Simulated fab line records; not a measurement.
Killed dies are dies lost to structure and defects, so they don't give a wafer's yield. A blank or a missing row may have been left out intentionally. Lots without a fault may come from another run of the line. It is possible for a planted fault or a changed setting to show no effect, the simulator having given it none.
fab line records    flow sky130
record lots=12  wafers=36  last_day=50
route steps=708 shown FIELD_ISO@3 SONOS_ONO@172 SPACER@305
lots untouched by any fault: they come from a run of this same line in which no faults occurred
start_h: the number of hours between the record's first day and the start of the first shown wafer of the lot    wait_h: time in hours since the lot's previous step    " unchanged from the row above    L1.1+2: a single row standing in for several wafers    - no value, or no start given    * or withheld: withheld    < > ~ a bound
route shown NAME@n: NAME is a module with steps in the file, n the number in the route of the first one    usual: average and standard deviation across the fault-free wafers    same: alike in all rows    chamber/n: place in a boat    sites: per-site readings    _std_site: their standard deviation    _edge_site: the outer-site mean with the inner-site mean subtracted    radius_mm: for every site, how far away it sits from the centre of the wafer    mask NAME#n: copy n    behind: the last tool/chamber to shape the wafer    hold: what put the lot on hold/how long, in hours/how the hold closed    device: whichever transistor did not switch (one of n, p or np)    end of line: tests run on the same wafers once the route is complete    for a step that has no rows: nothing shown but its recipe    killed: dies lost to structure and defects at the first sort, not the wafer's yield    map: dies across one wafer; x = killed, . = not, _ = none there
set.NAME: setting as actually run; set.NAME@STEP: the setting as run at that earlier step    model.NAME: the simulator's own value behind a step, which no gauge read
a sample of lots followed through the steps of the route, with each step as a table and each wafer as a row
services: the hour from which a tool's chamber was out of use, counted from the record's first day as start_h (under 0 if before that day), plus the number of hours and why
## steps
# step SKY_FIELD_ISO_THK_MEAS_02
# recipe reads=SiO2_of_FIELD_ISO_OXIDATION_01
# usual FIELD_ISO_OXIDATION_00_THK=12.10/0.25
lot.wafer  tool           chamber  start_h  wait_h  FIELD_ISO_OXIDATION_00_THK[nm]
L164.2     film_metro-03  -        12.74    0.0     11.91
L164.3     "              -        "        "       11.88
L164.4     "              -        "        "       11.99
L165.2     film_metro-04  -        17.85    0.0     12.11
L165.3     "              -        "        "       12.06
L165.4     "              -        "        "       12.00
L167.1     film_metro-04  -        29.52    0.0     12.28
L167.4     "              -        "        "       12.21
L167.6     "              -        "        "       12.08
L171.2     film_metro-01  -        47.55    0.0     12.37
L171.5     "              -        "        "       12.61
L171.6     "              -        "        "       12.50
L172.1     film_metro-03  -        51.63    0.0     12.29
L172.2     "              -        "        "       12.12
L172.3     "              -        "        "       12.49
L173.1     film_metro-03  -        57.21    0.0     11.80
L173.2     "              -        "        "       11.79
L173.5     "              -        "        "       11.65
L174.1     film_metro-04  -        61.63    0.0     12.10
L174.2     "              -        "        "       12.00
L174.3     "              -        "        "       11.89
L175.1     film_metro-01  -        68.82    0.0     11.83
L175.3     "              -        "        "       12.05
L175.4     "              -        "        "       11.85
L176.1     film_metro-04  -        71.84    0.0     12.13
L176.3     "              -        "        "       12.21
L176.6     "              -        "        "       12.10
L177.2     film_metro-01  -        77.29    0.0     12.31
L177.4     "              -        "        "       12.34
L177.6     "              -        "        "       12.30
L178.1     film_metro-01  -        81.87    0.0     12.04
L178.3     "              -        "        "       12.37
L178.6     "              -        "        "       12.13
L187.1     film_metro-01  -        128.03   0.0     11.58
L187.5     "              -        "        "       11.79
L187.6     "              -        "        "       11.60
# step SKY_FIELD_ISO_CD_MEAS_13
# recipe target_cd_nm=150
# usual cd_nm=149.9/1.2
lot.wafer  tool       chamber  start_h  wait_h  cd_nm
L164.2     cd_sem-02  -        29.59    -       148.1
L164.3     "          -        "        "       149.1
L164.4     "          -        "        "       148.5
L165.2     cd_sem-01  -        33.99    -       150.4
L165.3     "          -        "        "       150.8
L165.4     "          -        "        "       150.0
L167.1     cd_sem-01  -        47.82    -       148.4
L167.4     "          -        "        "       150.0
L167.6     "          -        "        "       147.4
L171.2     cd_sem-02  -        66.23    -       150.7
L171.5     "          -        "        "       149.9
L171.6     "          -        "        "       151.7
L172.1     cd_sem-02  -        69.94    -       150.2
L172.2     "          -        "        "       150.9
L172.3     "          -        "        "       149.9
L173.1     cd_sem-02  -        74.84    -       148.8
L173.2     "          -        "        "       149.7
L173.5     "          -        "        "       148.3
L174.1     cd_sem-01  -        81.12    -       149.2
L174.2     "          -        "        "       151.2
L174.3     "          -        "        "       149.0
L175.1     cd_sem-01  -        87.87    -       149.6
L175.3     "          -        "        "       149.8
L175.4     "          -        "        "       151.7
L176.1     cd_sem-02  -        91.39    -       148.2
L176.3     "          -        "        "       148.3
L176.6     "          -        "        "       147.9
L177.2     cd_sem-02  -        98.56    -       150.3
L177.4     "          -        "        "       148.3
L177.6     "          -        "        "       149.5
L178.1     cd_sem-02  -        101.84   -       150.6
L178.3     "          -        "        "       149.2
L178.6     "          -        "        "       149.6
L187.1     cd_sem-02  -        151.09   -       151.1
L187.5     "          -        "        "       151.1
L187.6     "          -        "        "       150.4
# step SKY_SONOS_ONO_CVD_04
# recipe material=SiO2  precursor=SiH4/N2O  target_thk_nm=5.7199  temp_c=900  pressure_mtorr=400
# usual spike_tc_bottom_C=920.0/1.1  spike_tc_centre_C=899.9/1.3  spike_tc_lower_C=901.0/1.4  susceptor_temp_C=899.9/0.35  zone_power_bottom_pct=30.8/0.85  zone_power_centre_pct=18.5/0.45  zone_power_lower_pct=17.6/0.43
lot.wafer  tool      chamber  start_h  wait_h  spike_tc_bottom_C  spike_tc_centre_C  spike_tc_lower_C  susceptor_temp_C  zone_power_bottom_pct  zone_power_centre_pct  zone_power_lower_pct
L164.2     lpcvd-03  1        257.99   0.2     920.9              899.5              902.3             899.9             31.1                   18.5                   17.9
L164.3     "         1        "        "       918.4              898.4              901.1             899.8             31.7                   18.1                   18.4
L164.4     "         1        "        "       919.6              899.8              900.8             899.7             31.0                   18.3                   18.3
L165.2     lpcvd-03  1        260.64   0.0     921.8              899.3              902.7             900.1             31.3                   18.1                   18.1
L165.3     "         1        "        "       921.3              898.5              902.5             900.4             31.1                   18.0                   18.0
L165.4     "         1        "        "       921.3              899.6              901.0             900.1             31.1                   18.4                   17.7
L167.1     lpcvd-03  1        285.04   0.1     921.2              900.2              902.1             899.7             31.6                   18.4                   17.5
L167.4     "         1        "        "       920.3              900.3              901.0             899.5             31.1                   17.6                   17.9
L167.6     "         1        "        "       919.9              899.2              902.7             900.0             31.1                   18.3                   17.8
L171.2     lpcvd-03  1        318.41   0.0     920.6              897.4              901.2             900.1             31.9                   18.1                   18.1
L171.5     "         1        "        "       920.2              899.0              901.0             900.4             31.2                   18.3                   17.9
L171.6     "         1        "        "       920.6              898.9              902.5             900.3             31.8                   18.4                   17.9
L172.1     lpcvd-03  1        325.40   0.1     920.1              899.2              901.4             899.3             30.9                   18.2                   17.9
L172.2     "         1        "        "       919.5              898.3              900.1             899.7             31.2                   18.4                   17.7
L172.3     "         1        "        "       921.9              900.3              902.0             899.9             31.3                   18.5                   17.9
L173.1     lpcvd-03  0        325.40   0.1     919.1              902.9              899.9             900.5             29.5                   19.0                   17.1
L173.2     "         0        "        "       919.6              902.7              898.4             900.0             29.6                   19.1                   16.9
L173.5     "         0        "        "       919.3              900.2              900.2             899.7             30.1                   19.2                   17.0
L174.1     lpcvd-03  0        338.88   0.1     917.8              901.7              900.4             900.7             29.8                   19.3                   16.9
L174.2     "         0        "        "       918.2              901.5              899.6             900.6             30.0                   19.1                   16.8
L174.3     "         0        "        "       918.1              901.2              899.4             899.6             29.9                   18.9                   17.2
L175.1     lpcvd-03  0        347.54   0.1     920.6              900.7              897.8             899.8             30.4                   19.1                   16.7
L175.3     "         0        "        "       918.9              900.4              898.9             899.8             29.7                   18.9                   17.1
L175.4     "         0        "        "       917.0              901.4              900.2             899.7             30.1                   18.8                   17.1
L176.1     lpcvd-03  1        358.91   0.1     920.6              898.7              904.1             900.1             31.2                   18.4                   17.9
L176.3     "         1        "        "       921.3              900.4              900.8             900.2             31.3                   18.0                   17.8
L176.6     "         1        "        "       922.1              898.8              901.5             899.7             32.1                   18.3                   17.9
L177.2     lpcvd-03  1        368.45   0.0     915.5              895.7              932.9             900.2             26.1                   12.4                   31.2
L177.4     "         1        "        "       914.9              893.3              934.4             900.1             25.8                   12.4                   31.2
L177.6     "         1        "        "       916.2              895.6              934.5             900.2             25.6                   12.4                   30.9
L178.1     lpcvd-03  1        369.70   0.2     914.1              894.7              931.9             900.4             25.6                   12.3                   31.1
L178.3     "         1        "        "       915.0              897.9              932.1             899.9             25.4                   12.5                   31.1
L178.6     "         1        "        "       915.3              894.1              935.7             900.1             25.8                   12.7                   31.1
L187.1     lpcvd-03  1        439.47   0.1     919.5              900.7              899.6             899.6             31.6                   18.3                   18.1
L187.5     "         1        "        "       922.4              899.4              902.6             899.8             30.9                   18.2                   17.8
L187.6     "         1        "        "       921.3              897.8              901.2             899.9             31.6                   18.0                   18.0
# step SKY_SONOS_ONO_THK_MEAS_05
# recipe reads=SiO2_of_SONOS_ONO_CVD_04
# usual SONOS_ONO_CVD_04_THK=5.76/0.092
lot.wafer  tool           chamber  start_h  wait_h  SONOS_ONO_CVD_04_THK[nm]
L164.2     film_metro-03  -        259.25   0.0     5.88
L164.3     "              -        "        "       5.86
L164.4     "              -        "        "       5.85
L165.2     film_metro-01  -        261.90   0.0     5.72
L165.3     "              -        "        "       5.80
L165.4     "              -        "        "       5.73
L167.1     film_metro-03  -        286.29   0.0     5.82
L167.4     "              -        "        "       5.80
L167.6     "              -        "        "       5.91
L171.2     film_metro-01  -        319.67   0.0     5.90
L171.5     "              -        "        "       5.85
L171.6     "              -        "        "       5.82
L172.1     film_metro-04  -        326.65   0.0     5.66
L172.2     "              -        "        "       5.63
L172.3     "              -        "        "       5.65
L173.1     film_metro-03  -        326.65   0.0     5.66
L173.2     "              -        "        "       5.76
L173.5     "              -        "        "       5.73
L174.1     film_metro-01  -        340.13   0.0     5.81
L174.2     "              -        "        "       5.68
L174.3     "              -        "        "       5.77
L175.1     film_metro-03  -        348.79   0.0     5.75
L175.3     "              -        "        "       5.85
L175.4     "              -        "        "       5.78
L176.1     film_metro-01  -        360.16   0.0     5.75
L176.3     "              -        "        "       5.81
L176.6     "              -        "        "       5.89
L177.2     film_metro-01  -        369.71   0.0     6.99
L177.4     "              -        "        "       6.94
L177.6     "              -        "        "       6.80
L178.1     film_metro-03  -        370.95   0.0     6.76
L178.3     "              -        "        "       6.30
L178.6     "              -        "        "       5.90
L187.1     film_metro-03  -        440.72   0.0     5.63
L187.5     "              -        "        "       5.81
L187.6     "              -        "        "       5.76
# step SKY_SPACER_THK_MEAS_01
# recipe reads=Si3N4_of_SPACER_CVD_00
# usual SPACER_CVD_00_THK=42.7/0.51
lot.wafer  tool           chamber  start_h  wait_h  SPACER_CVD_00_THK[nm]
L164.2     film_metro-02  -        535.43   0.0     43.3
L164.3     "              -        "        "       43.4
L164.4     "              -        "        "       43.1
L165.2     film_metro-01  -        538.00   0.0     42.8
L165.3     "              -        "        "       42.8
L165.4     "              -        "        "       42.8
L167.1     film_metro-02  -        571.09   0.0     43.2
L167.4     "              -        "        "       43.0
L167.6     "              -        "        "       43.1
L171.2     film_metro-02  -        613.27   0.0     42.5
L171.5     "              -        "        "       42.4
L171.6     "              -        "        "       42.7
L173.1     film_metro-04  -        622.02   0.0     42.0
L173.2     "              -        "        "       41.6
L173.5     "              -        "        "       41.7
L172.1     film_metro-02  -        624.58   0.0     42.5
L172.2     "              -        "        "       42.5
L172.3     "              -        "        "       42.5
L174.1     film_metro-04  -        630.72   0.0     42.1
L174.2     "              -        "        "       42.2
L174.3     "              -        "        "       42.0
L175.1     film_metro-04  -        639.47   0.0     42.5
L175.3     "              -        "        "       42.1
L175.4     "              -        "        "       42.5
L176.1     film_metro-02  -        649.09   0.0     42.6
L176.3     "              -        "        "       42.3
L176.6     "              -        "        "       42.5
L178.1     film_metro-04  -        668.62   0.0     42.2
L178.3     "              -        "        "       42.0
L178.6     "              -        "        "       42.5
L177.2     film_metro-04  -        668.69   0.1     42.8
L177.4     "              -        "        "       43.0
L177.6     "              -        "        "       43.2
L187.1     film_metro-01  -        721.06   0.0     42.6
L187.5     "              -        "        "       42.6
L187.6     "              -        "        "       42.9
## services
tool      chamber  start_h  hours  kind
lpcvd-03  -        288.69   0.8    repair
## key
first_sign step=SKY_SONOS_ONO_CVD_04  reading=zone_power_lower_pct  direction=up  sigmas=31  usual=17.6  struck=31.1
effect step=SKY_SONOS_ONO_CVD_04  reading=spike_tc_lower_C  direction=up  sigmas=23  usual=901.0  struck=933.6
effect step=SKY_SONOS_ONO_THK_MEAS_05  reading=SONOS_ONO_CVD_04_THK  direction=up  sigmas=9.3  usual=5.76  struck=6.61  wafers_moved=5
met_at SKY_SONOS_ONO_CVD_04
struck_lots L177,L178
struck_wafers L177.2,L177.4,L177.6,L178.1,L178.3,L178.6
tester_left_out L177,L178
not_acting_at SKY_FIELD_ISO_THK_MEAS_02,SKY_FIELD_ISO_CD_MEAS_13,SKY_SPACER_THK_MEAS_01
onset_between 358.91 368.45
fault kind=process_parameter_drift  tool=lpcvd-03  chamber=1  onset_h=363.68  steps=SKY_SONOS_ONO_CVD_04  channel=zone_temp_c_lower  offset=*  shape=step  end_h=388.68
# tester_left_out: of these lots the tester's yield and bins aren't shown, on N5 and GAA mostly nor the transistor test; their killed dies are dies lost to structure and defects alone, not to doping, threshold or leakage, so they don't give the yield
